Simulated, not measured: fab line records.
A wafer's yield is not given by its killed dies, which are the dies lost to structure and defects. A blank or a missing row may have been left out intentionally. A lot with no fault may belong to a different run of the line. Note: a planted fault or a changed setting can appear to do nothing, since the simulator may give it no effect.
Matching of chambers ; flow gf180mcu ; GF_SAB_CVD_00 on pecvd-04 has 3 sister chambers
The step deposits SiO2 from TEOS, target thk 50 nm, time 4.9302 s. 6 wafers are shown with their chamber, then 7 later ones without.

EACH WAFER AND ITS CHAMBER
wafer;chamber;heaterPowerW (W)
L483.5;2;568
L486.2;1;716
L486.6;1;724
L493.1;2;523
L496.2;0;595
L496.4;0;581

WAFERS WITH NO CHAMBER GIVEN
wafer;heaterPowerW (W)
L496.6;558
L497.2;561
L497.3;722
L497.4;708
L498.1;498
L498.2;626
L498.4;648

CHAMBER TAKEN BY EACH
wafer;from the rows above;in truth
L496.6;can't be placed: 2 or 0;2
L497.2;can't be placed: 2 or 0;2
L497.3;1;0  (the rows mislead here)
L497.4;1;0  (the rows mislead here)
L498.1;2;2
L498.2;0;0
L498.4;can't be placed: 0 or 1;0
Placed correctly: 2 of 7. From these rows, 3 cannot be placed; in 3 the true chamber is one of the candidates. Number placed wrongly: 2.
How it was worked out, from the rows above alone: a wafer's distance from a chamber is the root of the sum, over the readings, of the square of ((its reading less the chamber's mean) divided by the reading's scatter). The wafer belongs to the nearest chamber; if the next one is less than 2 further off, it can't be placed. A chamber's mean is the mean of its shown wafers. The scatter is the square root of a quotient: the sum, over the shown wafers, of each reading's squared deviation from its chamber's mean, divided by wafers minus chambers.
